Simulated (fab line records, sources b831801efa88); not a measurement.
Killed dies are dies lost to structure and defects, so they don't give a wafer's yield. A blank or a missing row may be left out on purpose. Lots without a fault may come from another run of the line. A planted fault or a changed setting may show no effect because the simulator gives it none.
Chamber matching | flow gf180mcu | GF_V2_CMP_04 on cmp-01: 4 sister chambers
The step polishes SiO2. 4 wafers are shown with their chamber, then 7 later ones without.

WAFERS WITH THEIR CHAMBER
wafer  | chamber | motor_current_A (A)
L185.2 | 2       | 12.5
L195.5 | 0       | 10.1
L196.1 | 1       | 11.5
L196.2 | 3       | 11.9

WAFERS WITHOUT THEIR CHAMBER
wafer  | motor_current_A (A)
L196.4 | 10.1
L197.3 | 10.5
L197.4 | 12.0
L197.5 | 11.5
L199.2 | 11.7
L199.3 | 10.1
L199.4 | 13.4

WHICH CHAMBER EACH WENT THROUGH
wafer  | from the rows above          | in truth
L196.4 | 0                            | 0
L197.3 | can't be placed: 0 or 1      | 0
L197.4 | can't be placed: 3 or 1 or 2 | 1
L197.5 | can't be placed: 1 or 3      | 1
L199.2 | can't be placed: 1 or 3 or 2 | 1
L199.3 | 0                            | 0
L199.4 | can't be placed: 2 or 3      | 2
Placed correctly: 2 of 7. Can't be placed from these rows: 5 (the true chamber is among the candidates in 5). Placed wrongly: 0.
How it was worked out, from the rows above alone: a wafer's distance from a chamber is the root of the sum, over the readings, of the square of ((its reading less the chamber's mean) divided by the reading's scatter). The wafer belongs to the nearest chamber; if the next one is less than 2 further off, it can't be placed. A chamber's mean is the mean of its shown wafers. The scatter: with one shown wafer a chamber, the root of the mean of the squares of how far each hidden wafer lies from its nearest shown one.
